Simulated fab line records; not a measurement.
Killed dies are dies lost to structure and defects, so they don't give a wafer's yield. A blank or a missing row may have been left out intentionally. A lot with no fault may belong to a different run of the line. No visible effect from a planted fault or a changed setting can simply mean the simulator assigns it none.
A lot that was struck, set against a sound lot ; flow sky130 ; 14 steps out of a route of 708
Sound: the wafers L341.2, L341.3, L341.5. The struck wafers were L344.3, L344.4, L344.6. Last of all comes the cause.
For every step that has rows: the tool of each side, followed by ch and its chambers, followed by its first start. Under that, the readings that differ: sound wafers ; struck wafers ; difference of the means ; sigmas: that difference in standard deviations of wafers without a fault.
alike: words and numbers the same on both sides, and readings whose means are apart by under 2 such deviations; not compared: readings that were withheld, readings missing a value for some wafer, numbers with overlapping values and no deviation given by the record, and bounds like >300 which may hide the same value.
The two part at a step that has a row with sigmas, a row that says differs or no value, or rows on one side only. Numbers that don't overlap but have no deviation are shown without sigmas and don't part them. A reading that every wafer of one side lacks parts them only if that side has two wafers or more.

SKY_VIA3_CD_MEAS_12: the cd target is 200 nm.
  sound: cd-sem-02 at day 42 09:46; struck: cd-sem-02 at day 42 18:06
  alike: cd-nm
SKY_VIA3_OVL_MEAS_13:
  sound: overlay-02 at day 42 09:52; struck: overlay-01 at day 42 18:11
  alike: VIA3_OVL
SKY_VIA3_ETCH_14: etches BARC in N2/H2, stops on SiO2, time 45.9 s, target depth 60 nm.
  sound on rie-diel-04 ch 1,2, day 42 09:54; struck on rie-diel-03 ch 1,3, day 42 18:13
  alike: drypump-motor-current-A, h2-flow-sccm, n2-flow-sccm, oes-product-au, throttle-valve-pct
  not compared: rf-hours-counter-h
SKY_VIA3_ETCH_15: etches SiO2 in C4F8/O2/Ar, stops on TiN, target depth 507 nm, time 78 s.
  sound on rie-diel-04 ch 1,2, day 42 09:56; struck on rie-diel-03 ch 1,3, day 42 18:16
  alike: oes-product-au
  not compared: rf-hours-counter-h
SKY_VIA3_STRIP_16: strips in O2/N2.
  sound on plasma-asher-04 ch 0,1, day 42 10:00; struck on plasma-asher-02 ch 0,1, day 42 18:21
  alike: drypump-motor-current-A, n2-flow-sccm, oes-product-au, strip-time-to-endpoint-s
  not compared: rf-hours-counter-h
then, 3 steps without rows for these wafers: SKY_VIA3_STRIP_17 (strips in post etch residue remover, time 1200 s); SKY_VIA3_CLEAN_18 (cleans in IPA, time 180 s); SKY_VIA3_CLEAN_19 (cleans in O3/DIW).
SKY_VIA3_SPUTTER_20: material TiN, target thk 20 nm, time 80 s.
  sound: pvd-sputter-03 at day 42 10:36; struck: pvd-sputter-02 at day 42 19:20
  alike: throttle-valve-pct
SKY_VIA3_CVD_21: deposits W, target thk 390 nm, time 117.31 s.
  sound on cvd-w-02 ch 0,1, day 42 10:40; struck on cvd-w-01 ch 0,1, day 42 19:26
  alike: heater-power-w
SKY_VIA3_RS_MEAS_22: a four-point-probe measurement.
  sound: film-metro-02 at day 42 10:48; struck: film-metro-03 at day 42 19:34
  alike: VIA3_W_RS
SKY_VIA3_THK_MEAS_23: measures by xrf.
  sound: film-metro-02 at day 42 10:55; struck: film-metro-03 at day 42 19:40
  alike: VIA3_W_THK
SKY_VIA3_CMP_24: polishes, stops on SiO2, t overpolish 20 s, target thk 0 nm.
  sound on cmp-01 ch 1,2, day 42 10:58; struck on cmp-02 ch 0,2,3, day 42 19:48
reading;sound;struck;difference;sigmas
overpolish-run-s (s);19.995 19.992 20.001;0.038 0.046 0.036;-19.956;-99 or more
time-to-endpoint-s (s);93 92 94;146 147 147;+54;+11
  alike: motor-current-A
-- the record jumps here: 6 days lie between the struck wafers' starts before and after (it left off in module VIA3 and takes up again in module PAD_OPEN, whose first step shown is number 708 of the route) --
SKY_PAD_OPEN_PROBE_99:
  sound: prober-01 at day 48 02:28; struck: prober-02 at day 48 13:08
reading;sound;struck;difference;sigmas
defect-limited-yield (%);82.3 82.9 82.3;0 0 0;-82;-43
killed_at_M0_to_M3;49 42 44;455 459 451;+410;+64
killed-dies;87 84 87;492 492 492;+406;+44
killed-on-rim;18 17 23;96 96 96;+77;+20
sort_bin_3_pad_short (%);0.6 1.2 0.6;84.6 87.4 84.8;+84.8;+99 or more
sort_bin_6_memory (%);8.3 6.3 5.9;4.5 4.9 3.7;-2.5;-2
sort-n-pass;405 408 405;0 0 0;-406;-44
sort-yield-pct (%);82.3 82.9 82.3;0 0 0;-82;-43
  alike: killed_at_M4_up, killed-at-contacts, killed-at-front-end, killed-at-other, killed-open, killed-short, sort_bin_5_function

== WHERE THEY PART ==
Earliest at SKY_VIA3_CMP_24; latest, in this record, at SKY_PAD_OPEN_PROBE_99.

WHY: what had been put in by the simulator
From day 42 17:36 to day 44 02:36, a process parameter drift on cmp-02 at SKY_VIA3_CMP_24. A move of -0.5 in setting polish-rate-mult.
